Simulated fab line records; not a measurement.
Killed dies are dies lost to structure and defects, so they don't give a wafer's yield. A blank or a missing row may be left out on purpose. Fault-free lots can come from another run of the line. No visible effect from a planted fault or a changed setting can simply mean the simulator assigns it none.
fab line records | flow sfq-line
record lots=6 wafers=18 last-day=82
route steps=325 shown I4@167 JJ@178
lots untouched by any fault: they come from a run of this same line in which no faults occurred
start-h: hours from the record's opening day to when the first of the lot's shown wafers began | wait-h: time in hours since the lot's previous step | " repeats the value in the row above | L1.1+2: a single row standing in for several wafers | - no value present, or no start provided | * or withheld: withheld | < > ~ a bound
route shown NAME@n: a module of which the file shows steps, and the number in the route of the first | usual: mean/standard deviation taken from wafers without a fault | same: alike in all rows | chamber/n: place in a boat | sites: the reading at each site | _std_site: standard deviation of those values | _edge_site: outer sites' mean less inner sites' | radius-mm: for every site, how far away it sits from the centre of the wafer | mask NAME#n: copy n | behind: tool/chamber where the wafer was last shaped | hold: the reason the lot was held/the length of the hold in hours/how it ended | device: the n, p or np transistor that did not switch | end of line: tests run on the same wafers once the route is complete | where a step has no rows: the recipe by itself | killed: count of dies lost to structure and defects at first sort (not the wafer's yield) | map: dies across one wafer; x = killed, . = not, _ = none there
set.NAME: setting as actually run; set.NAME@STEP: the setting as run at that earlier step | model.NAME: the simulator's own value behind a step, which no gauge read
lots at some steps of the route; a table a step, a row a wafer
services: when a tool's chamber went out of use (start-h, in hours from the record's first day, below 0 if earlier), for how many hours, and the reason
## steps
# step SFQ_TRILAYER_I4_VIA_LITHO_COAT_108
# recipe resist=BARC spin-rpm=3000 resist-thk-nm=62
# step SFQ_TRILAYER_I4_VIA_LITHO_COAT_103
# recipe resist=KrF spin-rpm=3000 resist-thk-nm=650
# step SFQ_TRILAYER_I4_VIA_LITHO_SOFTBAKE_107
# recipe temp-c=withheld time-s=withheld resist=KrF
# step SFQ_TRILAYER_I4_VIA_LITHO_EXPOSE_104
# recipe mask-id=I4 na=0.6 source-shape=conventional sigma-outer=0.65 target-cd-nm=700 dose-mj=21.3
# step SFQ_TRILAYER_I4_VIA_LITHO_PEB_106
# recipe peb-temp-c=115 peb-time-s=60 resist=KrF
# step SFQ_TRILAYER_I4_VIA_LITHO_DEVELOP_105
# recipe time-s=60 resist=KrF
# step SFQ_I4_OVL_MEAS_928
# usual I4_OVL=5/4.6
# columns lot.wafer tool chamber start-h wait-h I4_OVL[nm]
L387.1 overlay-01 - 1349.29 0.1 11
L387.3 " - " " 7
L387.4 " - " " 1
L390.2 overlay-01 - 1364.90 0.1 12
L390.4 " - " " 8
L390.6 " - " " 5
L394.4 overlay-01 - 1398.21 0.1 9
L394.5 " - " " 4
L394.6 " - " " 2
L397.2 overlay-01 - 1441.08 0.1 -4
L397.3 " - " " 0
L397.4 " - " " 3
L399.2 overlay-01 - 1481.88 0.1 7
L399.4 " - " " 8
L399.6 " - " " 9
L401.1 overlay-01 - 1491.48 0.1 4
L401.3 " - " " 5
L401.5 " - " " 6
# step SFQ_TRILAYER_I4_VIA_BARC_OPEN_VIA_ETCH_146
# recipe mask-material=PR chemistry=O2 target-depth-nm=125 target=BARC source-w=500 bias-w=80 pressure-mtorr=30 time-s=41.7
# usual drypump-motor-current-A=5.7/0.53 oes-product-au=0.685/0.0045 rf-fwd-power-W=495.5/2.4
# same time-s=41.7
# columns lot.wafer tool chamber start-h wait-h drypump-motor-current-A oes-product-au rf-fwd-power-W rf-hours-counter-h
L387.1 rie-diel-03 0 1349.33 0.0 5.3 0.683 499.6 16
L387.3 " 1 " " 6.8 0.687 495.8 14
L387.4 " 2 " " 5.7 0.678 494.7 18
L390.2 rie-diel-03 2 1364.93 0.0 5.7 0.691 496.9 18
L390.4 " 1 " " 6.8 0.686 498.7 -
L390.6 " 2 " " 5.7 0.688 496.5 -
L394.4 rie-diel-04 2 1398.23 0.0 6.1 0.685 494.9 9
L394.5 " 3 " " 5.6 0.684 497.4 -
L394.6 " 2 " " 6.1 0.680 494.8 -
L397.2 rie-diel-03 0 1441.11 0.0 5.3 0.685 497.6 19
L397.3 " 1 " " 6.7 0.681 498.2 16
L397.4 " 0 " " 5.3 0.678 498.7 -
L399.2 rie-diel-02 0 1481.91 0.0 5.7 0.678 499.2 20
L399.4 " 2 " " 5.0 0.684 490.6 13
L399.6 " 3 " " 6.0 0.687 493.0 -
L401.1 rie-diel-03 0 1491.51 0.0 5.3 0.676 494.8 19
L401.3 " 1 " " 6.7 0.683 497.2 17
L401.5 " 1 " " 6.8 0.674 498.3 -
# step SFQ_TRILAYER_I4_VIA_ETCH_VIA_ETCH_106
# recipe target=SiO2 stop-on=Nb mask-material=PR taper-deg=20 chemistry=CHF3 target-depth-nm=260 source-w=500 bias-w=80 pressure-mtorr=30 time-s=withheld
# usual drypump-motor-current-A=5.7/0.53 oes-product-au=0.854/0.0052 rf-fwd-power-W=498.3/1.6
# columns lot.wafer tool chamber start-h wait-h drypump-motor-current-A oes-product-au rf-fwd-power-W
L387.1 rie-diel-03 0 1349.37 0.0 5.3 0.852 497.7
L387.3 " 1 " " 6.7 0.855 500.0
L387.4 " 2 " " 5.7 0.851 497.4
L390.2 rie-diel-03 2 1364.97 0.0 5.7 0.855 499.1
L390.4 " 1 " " 6.7 0.858 498.4
L390.6 " 2 " " 5.7 0.857 498.1
L394.4 rie-diel-04 2 1398.26 0.0 6.0 0.850 498.1
L394.5 " 3 " " 5.6 0.856 497.7
L394.6 " 2 " " 6.0 0.839 496.3
L397.2 rie-diel-03 0 1441.15 0.0 5.3 0.847 498.3
L397.3 " 1 " " 6.8 0.853 495.7
L397.4 " 0 " " 5.3 0.860 498.5
L399.2 rie-diel-02 0 1481.95 0.0 5.7 0.854 499.8
L399.4 " 2 " " 5.0 0.852 495.4
L399.6 " 3 " " 6.0 0.847 500.2
L401.1 rie-diel-03 0 1491.55 0.0 5.3 0.850 499.0
L401.3 " 1 " " 6.7 0.853 501.6
L401.5 " 1 " " 6.7 0.849 500.4
# step SFQ_TRILAYER_I4_VIA_STRIP_STRIP_107
# recipe gas=O2 power-w=200 platen-temp-c=40 overash-fraction=0.65 chemistry=O2 pressure-mtorr=50
# usual drypump-motor-current-A=5.4/0.36 oes-product-au=0.996/0.015
# columns lot.wafer tool chamber start-h wait-h drypump-motor-current-A oes-product-au rf-hours-counter-h
L387.1 rie-metal-01 0 1349.48 - 5.3 0.978 100
L387.3 " 1 " " 6.1 0.997 -
L387.4 " 0 " " 5.4 0.967 -
L390.2 rie-metal-03 1 1365.08 - 5.6 0.991 17
L390.4 " 0 " " 5.0 1.021 -
L390.6 " 0 " " 5.0 1.014 -
L394.4 rie-metal-03 0 1398.58 - 5.0 1.014 -
L394.5 " 1 " " 5.7 0.999 -
L394.6 " 0 " " 5.0 1.006 -
L397.2 rie-metal-04 1 1441.26 - 5.2 1.003 57
L397.3 " 1 " " 5.2 0.998 -
L397.4 " 0 " " 5.5 0.982 -
L399.2 rie-metal-03 0 1482.06 - 5.0 1.005 51
L399.4 " 0 " " 5.0 1.012 -
L399.6 " 0 " " 5.0 1.006 -
L401.1 rie-metal-04 1 1491.66 - 5.2 1.014 64
L401.3 " 1 " " 5.2 1.011 -
L401.5 " 0 " " 5.5 0.990 -
# step SFQ_TRILAYER_I4_VIA_STRIP_SOLV_CLEAN_108
# recipe chemistry=NMP temp-c=70 time-s=600
# step SFQ_TRILAYER_JJ_TRILAYER_DEP_PRE_CLEAN_113
# recipe gas=Ar time-s=22.5 bias-v=250
# step SFQ_TRILAYER_JJ_TRILAYER_DEP_SPUTTER_109
# recipe material=Nb base-pressure-pa=1.33e-06 chamber-pressure-pa=0.1333 substrate-temp-c=20 target-thk-nm=150 power-w=2000 time-s=100
# usual base-pressure-pa=1.34e-06/9.6e-08 chamber-pressure-pa=0.13331/0.00026 throttle-valve-pct=29.8/1.5
# same time-s=100
# columns lot.wafer tool chamber start-h wait-h base-pressure-pa chamber-pressure-pa throttle-valve-pct
L387.1 pvd-sputter-05 - 1350.29 0.0 1.42e-06 0.13314 30.6
L387.3 " - " " 1.33e-06 0.13308 30.2
L387.4 " - " " 1.31e-06 0.13337 28.2
L390.2 pvd-sputter-03 - 1365.89 0.0 1.55e-06 0.13359 31.8
L390.4 " - " " 1.36e-06 0.14637 27.6
L390.6 " - " " 1.38e-06 0.14641 27.5
L394.4 pvd-sputter-03 - 1399.18 0.0 1.39e-06 0.14685 27.8
L394.5 " - " " 1.34e-06 0.13285 31.8
L394.6 " - " " 1.34e-06 0.1471 27.1
L397.2 pvd-sputter-05 - 1442.07 0.0 1.32e-06 0.13315 28.5
L397.3 " - " " 1.4e-06 0.13356 30.9
L397.4 " - " " 1.29e-06 0.1333 30.2
L399.2 pvd-sputter-05 - 1482.87 0.0 1.12e-06 0.13342 30.3
L399.4 " - " " 1.3e-06 0.13353 28.1
L399.6 " - " " 1.26e-06 0.13286 32.0
L401.1 pvd-sputter-03 - 1492.47 0.0 1.2e-06 0.13346 28.5
L401.3 " - " " 1.39e-06 0.13341 32.0
L401.5 " - " " 1.23e-06 0.13323 28.2
# step SFQ_TRILAYER_JJ_TRILAYER_DEP_SPUTTER_110
# recipe material=Al base-pressure-pa=1.33e-06 target-thk-nm=8 power-w=500 time-s=10 chamber-pressure-pa=0.4
# usual base-pressure-pa=1.33e-06/9.3e-08 chamber-pressure-pa=0.4002/0.00082 throttle-valve-pct=29.8/1.4
# same time-s=10
# columns lot.wafer tool chamber start-h wait-h base-pressure-pa chamber-pressure-pa throttle-valve-pct
L387.1 pvd-sputter-05 - 1350.36 0.0 1.24e-06 0.4001 30.9
L387.3 " - " " 1.3e-06 0.4004 30.2
L387.4 " - " " 1.33e-06 0.4001 28.6
L390.2 pvd-sputter-03 - 1365.96 0.0 1.57e-06 0.3991 31.7
L390.4 " - " " 1.27e-06 0.3984 28.6
L390.6 " - " " 1.24e-06 0.4002 28.7
L394.4 pvd-sputter-03 - 1399.25 0.0 1.2e-06 0.3996 28.9
L394.5 " - " " 1.52e-06 0.4013 31.7
L394.6 " - " " 1.36e-06 0.4005 29.0
L397.2 pvd-sputter-05 - 1442.14 0.0 1.33e-06 0.4015 28.3
L397.3 " - " " 1.31e-06 0.4013 30.8
L397.4 " - " " 1.16e-06 0.3995 30.4
L399.2 pvd-sputter-05 - 1482.94 0.0 1.33e-06 0.4004 30.4
L399.4 " - " " 1.42e-06 0.4000 28.3
L399.6 " - " " 1.38e-06 0.4015 31.5
L401.1 pvd-sputter-03 - 1492.54 0.0 1.27e-06 0.3999 28.2
L401.3 " - " " 1.51e-06 0.4011 31.6
L401.5 " - " " 1.39e-06 0.4005 28.3
## services
# columns tool chamber start-h hours kind
pvd-sputter-05 - 1328.50 5.1 repair
rie-diel-04 2 1348.75 4.6 repair
rie-diel-03 0 1362.13 3.8 repair
rie-metal-03 - 1366.06 1.4 pm
rie-metal-01 1 1372.04 4.8 repair
rie-metal-01 0 1390.89 7.9 repair
rie-diel-03 3 1391.05 6.5 repair
pvd-sputter-05 - 1394.72 10.5 repair
rie-diel-04 0 1436.52 7.0 repair
rie-diel-03 2 1439.93 - clean
rie-diel-03 2 1439.93 18.0 scheduled-down
rie-diel-03 2 1439.93 18.0 vent-cycle
pvd-sputter-03 - 1441.77 6.0 repair
rie-diel-03 - 1453.16 0.4 repair
rie-diel-04 2 1468.44 4.9 repair
rie-metal-01 - 1477.19 1.0 repair
## key
first-sign step=SFQ_TRILAYER_JJ_TRILAYER_DEP_SPUTTER_109 reading=chamber-pressure-pa direction=up sigmas=51 usual=0.13331 struck=0.14668
effect none on later readings
met-at SFQ_TRILAYER_JJ_TRILAYER_DEP_SPUTTER_109
struck-wafers L390.4,L390.6,L394.4,L394.6
fault kind=process-parameter-drift tool=pvd-sputter-03 chamber=- onset-h=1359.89 steps=SFQ_TRILAYER_JJ_TRILAYER_DEP_SPUTTER_109 channel=chamber-pressure-pa offset=0.013324 shape=step end-h=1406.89 acts-in=these-recipes-only stated=0.1333 scope=struck-wafers-only
